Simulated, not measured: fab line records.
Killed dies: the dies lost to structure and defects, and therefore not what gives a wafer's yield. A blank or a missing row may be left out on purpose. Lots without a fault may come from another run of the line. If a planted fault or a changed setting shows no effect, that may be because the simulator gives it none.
Which tool is to blame? || flow gf180mcu || 12 lots with 36 wafers sampled at 3 steps, on a route of 602 steps

== WHAT EACH GAUGE READ, for each wafer ==
GF_V2_RS_MEAS_24: measurement is done with a four-point probe.
{"lot": "L075", "measured": "day 20 20:25", "on": "filmMetro-04", "V2_W_RS (ohm/sq)": "0.323 0.329 0.326"}
{"lot": "L077", "measured": "day 21 12:34", "on": "filmMetro-01", "V2_W_RS (ohm/sq)": "0.330 0.334 0.332"}
{"lot": "L079", "measured": "day 22 03:58", "on": "filmMetro-04", "V2_W_RS (ohm/sq)": "0.334 0.332 0.329"}
{"lot": "L081", "measured": "day 22 18:32", "on": "filmMetro-04", "V2_W_RS (ohm/sq)": "0.332 0.330 0.333"}
{"lot": "L083", "measured": "day 23 14:59", "on": "filmMetro-04", "V2_W_RS (ohm/sq)": "0.332 0.327 0.325"}
{"lot": "L085", "measured": "day 24 07:16", "on": "filmMetro-01", "V2_W_RS (ohm/sq)": "0.325 0.319 0.319"}
{"lot": "L087", "measured": "day 25 02:13", "on": "filmMetro-04", "V2_W_RS (ohm/sq)": "0.322 0.327 0.330"}
{"lot": "L089", "measured": "day 25 17:05", "on": "filmMetro-02", "V2_W_RS (ohm/sq)": "0.332 0.321 0.323"}
{"lot": "L091", "measured": "day 26 08:20", "on": "filmMetro-01", "V2_W_RS (ohm/sq)": "0.324 0.324 0.332"}
{"lot": "L093", "measured": "day 26 23:24", "on": "filmMetro-01", "V2_W_RS (ohm/sq)": "0.334 0.327 0.332"}
{"lot": "L095", "measured": "day 27 14:10", "on": "filmMetro-02", "V2_W_RS (ohm/sq)": "0.324 0.331 0.323"}
{"lot": "L097", "measured": "day 28 00:11", "on": "filmMetro-02", "V2_W_RS (ohm/sq)": "0.325 0.331 0.326"}

== WHICH TOOL RAN EACH LOT (tool, then ch and the chambers of the sampled wafers, then the start) ==
{"lot": "L075", "GF_V1_CMP_26": "cmp-01 ch 0,1, day 18 16:48", "GF_V2_ETCH_16": "rieDiel-03 ch 1,2, day 20 19:30"}
{"lot": "L077", "GF_V1_CMP_26": "cmp-01 ch 0,2,3, day 19 08:14", "GF_V2_ETCH_16": "rieDiel-03 ch 2,3, day 21 11:41"}
{"lot": "L079", "GF_V1_CMP_26": "cmp-01 ch 0,1,3, day 20 01:02", "GF_V2_ETCH_16": "rieDiel-01 ch 0,1,2, day 22 03:05"}
{"lot": "L081", "GF_V1_CMP_26": "cmp-02 ch 0,3, day 20 16:09", "GF_V2_ETCH_16": "rieDiel-02 ch 1,2,3, day 22 17:39"}
{"lot": "L083", "GF_V1_CMP_26": "cmp-01 ch 1,2,3, day 21 13:41", "GF_V2_ETCH_16": "rieDiel-02 ch 1,3, day 23 14:06"}
{"lot": "L085", "GF_V1_CMP_26": "cmp-01 ch 0,1,3, day 22 07:37", "GF_V2_ETCH_16": "rieDiel-03 ch 0,1, day 24 06:23"}
{"lot": "L087", "GF_V1_CMP_26": "cmp-02 ch 0,2,3, day 23 02:02", "GF_V2_ETCH_16": "rieDiel-01 ch 1,2, day 25 00:56"}
{"lot": "L089", "GF_V1_CMP_26": "cmp-02 ch 2,3, day 23 18:31", "GF_V2_ETCH_16": "rieDiel-02 ch 0,1,3, day 25 16:12"}
{"lot": "L091", "GF_V1_CMP_26": "cmp-01 ch 1,2, day 24 09:51", "GF_V2_ETCH_16": "rieDiel-01 ch 1,2, day 26 07:23"}
{"lot": "L093", "GF_V1_CMP_26": "cmp-02 ch 0,1,2, day 25 02:44", "GF_V2_ETCH_16": "rieDiel-01 ch 0,2,3, day 26 22:29"}
{"lot": "L095", "GF_V1_CMP_26": "cmp-01 ch 0,3, day 25 17:55", "GF_V2_ETCH_16": "rieDiel-02 ch 0,1,3, day 27 13:12"}
{"lot": "L097", "GF_V1_CMP_26": "cmp-02 ch 1,2, day 26 04:30", "GF_V2_ETCH_16": "rieDiel-02 ch 0,1,2, day 27 23:17"}
- GF_V1_CMP_26: polishes, stops on SiO2, t overpolish 15 s, target thk 0 nm.
- GF_V2_ETCH_16: etches BARC in N2/H2.

== THE ANSWER, worked out from the rows above alone ==
Rule: the usual values come from the lots themselves. Put in order of their means at a reading, lots are off if they are a third of the lots or fewer, leave a main group of 4 or more, and stand apart from it by a gap of 3 or more times the standard deviation of the main group's means; of several such gaps the widest counts. If all means in a main group match to the digits the tables above print for the reading, that group is not used. Also off: a lot with no number at a reading for which 4 or more lots have one. Any other lot the step has rows for is counted as sound.
No lot is off on any of the readings shown, so nothing can be concluded from this.

== WHAT THE SIMULATOR HAD INSERTED ==
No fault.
